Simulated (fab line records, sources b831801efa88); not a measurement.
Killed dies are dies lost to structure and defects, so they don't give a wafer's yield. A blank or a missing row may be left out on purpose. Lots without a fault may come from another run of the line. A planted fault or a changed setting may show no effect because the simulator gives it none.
fab line records | flow sfq_line
record lots=14 wafers=42 last_day=87
route steps=325 shown M4@161 M5@207 A5B@210 I5@236
lots that met no fault: from a run of the same line without faults
start_h: hours from the record's first day to the start of the lot's first wafer shown | wait_h: hours since the lot's step before | " the same as in the row above | L1.1+2: a row that stands for several wafers | - no value, or no start given | * or withheld: withheld | < > ~ a bound
route shown NAME@n: a module of which the file shows steps, and the number in the route of the first | usual: mean/standard deviation of fault-free wafers | same: alike in all rows | chamber/n: place in a boat | sites: the reading at each site | _std_site: their standard deviation | _edge_site: outer sites' mean less inner sites' | radius_mm: how far each site lies from the wafer's centre | mask NAME#n: copy n | behind: the tool/chamber that last shaped the wafer | hold: why the lot was held/for how many hours/how that ended | device: the transistor (n, p or np) that didn't switch | end of line: the same wafers' tests at the end of the route | a step without rows: its recipe alone | killed: dies lost to structure and defects at the first sort, not the wafer's yield | map: a wafer's dies, x killed, . not, _ none there
set.NAME: the setting as run; set.NAME@STEP: as run at that earlier step | model.NAME: the simulator's own value behind a step, which no gauge read
steps of the route over a sample of lots; a table a step, a row a wafer
services: from which hour (start_h, from the record's first day; less than 0 if before it) a tool's chamber was out of use, for how many hours, and why
## steps
# step SFQ_TRILAYER_M4_STRIP_STRIP_097
# recipe gas=O2 power_w=200 platen_temp_c=40 overash_fraction=0.65 chemistry=O2 pressure_mtorr=50
# usual drypump_motor_current_A=5.87/0.28 oes_product_au=1.002/0.0077 platen_temp_c=40.00/0.11
# columns lot.wafer tool chamber start_h wait_h drypump_motor_current_A oes_product_au platen_temp_c rf_hours_counter_h
L114.2 rie_metal-03 1 1015.95 0.5 6.17 0.985 39.95 -
L114.4 " 1 " " 6.17 0.997 39.95 -
L114.5 " 1 " " 6.15 0.992 39.86 -
L115.3 rie_metal-03 1 1036.78 0.2 6.13 0.992 39.88 -
L115.4 " 0 " " 5.56 1.013 39.94 -
L115.5 " 1 " " 6.12 0.998 39.87 -
L116.2 rie_metal-03 0 1037.72 0.1 5.57 1.004 39.97 123
L116.4 " 0 " " 5.56 1.011 39.92 -
L116.5 " 0 " " 5.57 1.010 39.92 -
L117.2 rie_metal-01 1 1039.31 0.4 5.97 0.996 39.88 -
L117.5 " 1 " " 5.95 1.011 40.03 -
L117.6 " 1 " " 5.95 1.011 39.85 -
L118.3 rie_metal-03 1 1040.32 0.2 6.10 1.003 40.03 -
L118.5 " 1 " " 6.12 0.999 39.96 -
L118.6 " 0 " " 5.54 1.012 39.70 -
L119.2 rie_metal-03 1 1041.32 0.1 6.12 1.000 40.17 107
L119.4 " 1 " " 6.13 1.003 39.94 -
L119.6 " 0 " " 5.56 1.013 39.97 -
L120.2 rie_metal-02 1 1215.47 0.1 6.53 1.005 40.20 142
L120.3 " 1 " " 6.52 1.003 40.09 -
L120.4 " 0 " " 5.57 1.006 39.84 -
L125.1 rie_metal-03 0 1234.77 0.1 5.56 1.013 39.93 12
L125.3 " 1 " " 6.14 1.012 39.90 -
L125.6 " 1 " " 6.12 1.014 39.99 -
L127.1 rie_metal-02 0 1237.36 0.2 5.61 0.989 39.97 120
L127.3 " 0 " " 5.61 0.987 40.01 -
L127.4 " 0 " " 5.59 0.998 40.07 -
L129.3 rie_metal-03 0 1239.77 0.2 5.58 0.996 40.10 -
L129.4 " 1 " " 6.12 1.005 40.15 -
L129.5 " 0 " " 5.57 0.994 40.06 -
L130.2 rie_metal-02 1 1257.25 0.1 6.51 1.006 39.99 2
L130.3 " 1 " " 6.50 1.008 39.90 -
L130.6 " 1 " " 6.53 1.009 40.00 -
L132.1 rie_metal-03 0 1263.84 0.1 5.56 1.001 40.17 17
L132.2 " 1 " " 6.11 0.998 39.88 145
L132.5 " 0 " " 5.60 0.997 40.13 -
L136.2 rie_metal-03 1 1438.29 0.1 6.12 1.008 40.02 13
L136.5 " 0 " " 5.57 0.988 39.90 -
L136.6 " 1 " " 6.08 0.993 39.98 -
L137.3 rie_metal-01 1 1555.22 0.2 5.98 0.999 40.13 -
L137.5 " 1 " " 5.98 1.004 40.11 -
L137.6 " 0 " " 5.67 0.998 40.02 -
# step SFQ_TRILAYER_M5_STRIP_STRIP_127
# recipe gas=O2 power_w=200 platen_temp_c=40 overash_fraction=0.65 chemistry=O2 pressure_mtorr=50
# usual drypump_motor_current_A=5.77/0.26 oes_product_au=0.999/0.0091 platen_temp_c=40.00/0.12
# columns lot.wafer tool chamber start_h wait_h drypump_motor_current_A oes_product_au platen_temp_c rf_hours_counter_h
L114.2 rie_metal-03 0 1174.62 0.1 5.63 1.011 40.07 1
L114.4 " 0 " " 5.60 1.010 40.14 -
L114.5 " 0 " " 5.58 0.996 40.10 -
L115.3 rie_metal-03 0 1181.64 0.3 5.56 1.002 39.90 -
L115.4 " 1 " " 6.09 1.004 39.82 -
L115.5 " 0 " " 5.53 1.018 39.98 -
L116.2 rie_metal-04 1 1183.84 0.1 5.37 1.001 40.04 107
L116.4 " 0 " " 5.87 0.993 39.95 -
L116.5 " 0 " " 5.87 0.991 39.97 -
L117.2 rie_metal-04 1 1186.24 0.1 5.36 1.004 39.95 108
L117.5 " 0 " " 5.89 0.990 39.95 -
L117.6 " 1 " " 5.37 0.989 39.86 -
L118.3 rie_metal-04 1 1190.04 0.3 5.34 1.003 40.09 -
L118.5 " 1 " " 5.37 1.000 39.90 -
L118.6 " 0 " " 5.89 0.993 40.07 -
L119.2 rie_metal-04 1 1199.44 0.1 5.35 0.997 39.98 110
L119.4 " 1 " " 5.35 0.995 39.90 -
L119.6 " 0 " " 5.85 0.990 39.86 -
L120.2 rie_metal-03 0 1364.88 0.1 5.58 1.009 39.97 31
L120.3 " 1 " " 6.11 1.005 40.06 -
L120.4 " 0 " " 5.59 1.008 39.96 -
L125.1 rie_metal-01 1 1499.82 0.3 5.94 1.002 40.00 106
L125.3 " 1 " " 5.94 1.001 40.07 -
L125.6 " 1 " " 5.94 0.995 39.96 -
L127.1 rie_metal-03 1 1506.89 0.1 6.10 1.007 40.04 26
L127.3 " 0 " " 5.59 0.992 40.09 -
L127.4 " 1 " " 6.12 1.005 39.98 -
L129.3 rie_metal-03 0 1513.09 0.3 5.54 1.004 40.12 -
L129.4 " 1 " " 6.10 1.000 39.99 -
L129.5 " 0 " " 5.55 0.991 40.30 -
L130.2 rie_metal-04 0 1514.09 0.1 5.89 1.001 39.92 39
L130.3 " 0 " " 5.87 1.002 39.86 -
L130.6 " 0 " " 5.89 0.998 39.99 -
L132.1 rie_metal-04 0 1516.49 0.1 5.90 0.994 39.96 40
L132.2 " 1 " " 5.37 1.013 40.05 2
L132.5 " 1 " " 5.36 1.011 40.06 -
L136.2 rie_metal-01 1 1584.64 0.1 5.96 1.001 39.94 117
L136.5 " 0 " " 5.64 0.977 40.04 -
L136.6 " 1 " " 5.98 0.993 39.88 -
L137.3 rie_metal-01 0 1825.82 0.3 5.65 0.979 39.75 -
L137.5 " 1 " " 5.97 1.012 39.91 -
L137.6 " 0 " " 5.66 0.987 39.84 -
# step SFQ_TRILAYER_A5B_CMP_CMP_130
# recipe stop_on=Nb down_force_psi=3 platen_rpm=60 target_thk_nm=340.7
# usual head_pressure_psi=3.000/0.0061 motor_current_A=10.4/1.1
# columns lot.wafer tool chamber start_h wait_h head_pressure_psi motor_current_A
L114.4 cmp-02 3 1175.98 0.5 2.999 7.9
L114.2 " 1 1176.98 1.5 3.012 9.4
L114.5 " 3 1177.98 2.5 2.994 8.2
L115.3 cmp-01 2 1182.32 0.0 3.006 10.7
L115.4 " 3 " " 3.008 11.0
L115.5 " 2 1184.32 2.0 3.003 11.1
L116.4 cmp-01 0 1185.32 0.6 3.007 9.4
L116.2 " 2 1186.32 1.7 2.994 11.7
L116.5 " 0 1187.32 2.6 3.000 9.5
L117.2 cmp-02 2 1188.11 1.0 3.005 10.3
L117.5 " 0 1189.11 2.0 2.985 9.9
L117.6 " 1 " " 3.002 9.6
L118.3 cmp-02 2 1192.25 1.5 3.007 10.7
L118.5 " 3 " " 3.002 8.5
L118.6 " 0 " " 2.993 10.5
L119.2 cmp-02 1 1201.32 1.1 3.005 9.2
L119.4 " 2 " " 3.004 10.2
L119.6 " 0 1202.82 2.5 3.000 10.8
L120.3 cmp-01 1 1366.27 0.6 2.997 12.1
L120.2 " 3 1367.27 1.6 2.993 11.4
L120.4 " 0 " " 3.000 9.6
L125.1 cmp-01 2 1516.79 15.6 3.003 11.3
L125.3 " 1 1518.29 17.1 3.002 11.9
L125.6 " 2 " " 3.006 11.2
L127.3 cmp-01 2 1522.79 15.1 2.761 11.2
L127.4 " 3 " " 3.000 11.1
L127.1 " 0 " " 3.004 9.5
L129.3 cmp-01 2 1528.79 15.1 2.765 10.5
L129.4 " 0 1529.79 16.0 2.997 9.7
L129.5 " 2 1530.79 17.0 2.768 10.6
L130.3 cmp-02 1 1530.57 15.5 3.010 9.4
L130.2 " 2 " " 2.997 10.7
L130.6 " 0 1532.07 16.9 2.995 9.8
L132.1 cmp-02 1 1533.57 16.3 3.001 9.9
L132.2 " 3 1534.57 17.3 2.995 8.2
L132.5 " 0 " " 3.007 9.3
L136.2 cmp-02 3 1586.52 1.1 3.002 8.3
L136.6 " 2 1588.02 2.5 2.989 10.3
L136.5 " 3 " " 3.002 8.7
L137.3 cmp-01 0 1828.16 1.5 2.997 9.4
L137.5 " 1 " " 2.986 11.3
L137.6 " 2 " " 2.999 11.4
# step SFQ_TRILAYER_I5_BARC_OPEN_VIA_ETCH_200
# recipe mask_material=PR chemistry=O2 target_depth_nm=125 target=BARC source_w=500 bias_w=80 pressure_mtorr=30 time_s=41.7
# usual drypump_motor_current_A=6.1/0.33 oes_product_au=0.685/0.0047
# columns lot.wafer tool chamber start_h wait_h drypump_motor_current_A oes_product_au rf_hours_counter_h
L114.2 rie_diel-03 0 1332.33 0.0 6.7 0.684 16
L114.4 " 3 " " 6.2 0.687 12
L114.5 " 2 " " 6.3 0.689 -
L115.3 rie_diel-01 0 1334.73 0.0 5.6 0.685 14
L115.4 " 3 " " 5.4 0.690 -
L115.5 " 0 " " 5.6 0.688 -
L116.2 rie_diel-04 2 1338.33 0.0 6.2 0.687 12
L116.4 " 2 " " 6.1 0.695 -
L116.5 " 2 " " 6.2 0.685 -
L117.2 rie_diel-01 3 1340.73 0.0 5.4 0.692 16
L117.5 " 3 " " 5.4 0.686 -
L117.6 " 2 " " 6.4 0.689 -
L118.3 rie_diel-03 3 1341.93 0.0 6.2 0.684 13
L118.5 " 2 " " 6.3 0.690 -
L118.6 " 3 " " 6.2 0.678 -
L119.2 rie_diel-04 0 1343.13 0.0 5.9 0.690 18
L119.4 " 1 " " 6.2 0.684 11
L119.6 " 2 " " 6.2 0.688 -
L120.2 rie_diel-04 3 1376.98 0.0 5.8 0.681 10
L120.3 " 0 " " 5.8 0.683 18
L120.4 " 2 " " 6.2 0.692 13
L125.1 rie_diel-01 0 1526.93 0.0 5.6 0.686 18
L125.3 " 2 " " 6.4 0.688 1
L125.6 " 0 " " 5.6 0.684 -
L127.1 rie_diel-03 3 1532.75 0.0 6.2 0.680 16
L127.3 " 1 " " 6.1 0.683 3
L127.4 " 2 " " 6.3 0.679 18
L129.3 rie_diel-04 0 1646.94 0.0 5.8 0.685 0
L129.4 " 2 " " 6.2 0.686 17
L129.5 " 1 " " 6.1 0.685 -
L130.2 rie_diel-03 2 1650.54 0.0 6.3 0.683 20
L130.3 " 0 " " 6.7 0.686 1
L130.6 " 1 " " 6.1 0.687 -
L132.1 rie_diel-03 1 1726.88 0.0 6.1 0.687 6
L132.2 " 2 " " 6.3 0.674 1
L132.5 " 3 " " 6.1 0.678 -
L136.2 rie_diel-03 0 1768.88 0.0 6.7 0.681 4
L136.5 " 0 " " 6.7 0.678 -
L136.6 " 1 " " 6.2 0.683 -
L137.3 rie_diel-03 2 1953.71 0.0 6.3 0.687 2
L137.5 " 2 " " 6.3 0.684 -
L137.6 " 3 " " 6.2 0.684 -
## services
# columns tool chamber start_h hours kind
rie_metal-03 - 994.66 2.8 pm
rie_metal-03 0 1009.15 10.0 repair
cmp-01 - 1019.66 6.0 repair
cmp-01 - 1071.36 6.5 repair
cmp-02 - 1071.37 1.0 repair
cmp-02 - 1091.21 4.0 pm
cmp-02 - 1092.74 9.9 repair
rie_diel-03 1 1093.44 9.4 repair
rie_diel-03 2 1099.45 12.7 repair
cmp-02 - 1107.90 2.4 repair
rie_diel-03 1 1109.36 4.6 repair
rie_diel-03 - 1122.36 2.8 pm
rie_diel-03 - 1143.83 4.0 pm
rie_diel-03 2 1149.15 6.2 repair
cmp-01 - 1151.98 1.2 repair
cmp-02 - 1170.33 4.4 pm
cmp-01 - 1188.43 0.3 repair
cmp-02 - 1230.56 1.1 repair
rie_metal-03 - 1529.49 0.8 repair
rie_metal-03 - 1631.47 14.8 repair
rie_metal-03 1 1650.66 26.4 repair
rie_metal-03 - 1691.30 1.4 pm
rie_metal-03 0 1753.58 29.8 repair
rie_metal-03 - 1891.58 0.1 repair
## key
first_sign step=SFQ_TRILAYER_A5B_CMP_CMP_130 reading=head_pressure_psi direction=down sigmas=38 usual=3.000 struck=2.765
effect none on later readings
met_at SFQ_TRILAYER_A5B_CMP_CMP_130
struck_lots L127,L129
struck_wafers L127.3,L129.3,L129.5
not_acting_at SFQ_TRILAYER_M4_STRIP_STRIP_097,SFQ_TRILAYER_M5_STRIP_STRIP_127,SFQ_TRILAYER_I5_BARC_OPEN_VIA_ETCH_200
onset_between 1516.79 1522.79
fault kind=process_parameter_drift tool=cmp-01 chamber=2 onset_h=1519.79 steps=SFQ_TRILAYER_A5B_CMP_CMP_130 channel=down_force_psi offset=-0.23736 shape=step end_h=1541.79 acts_in=these_recipes_only stated=3
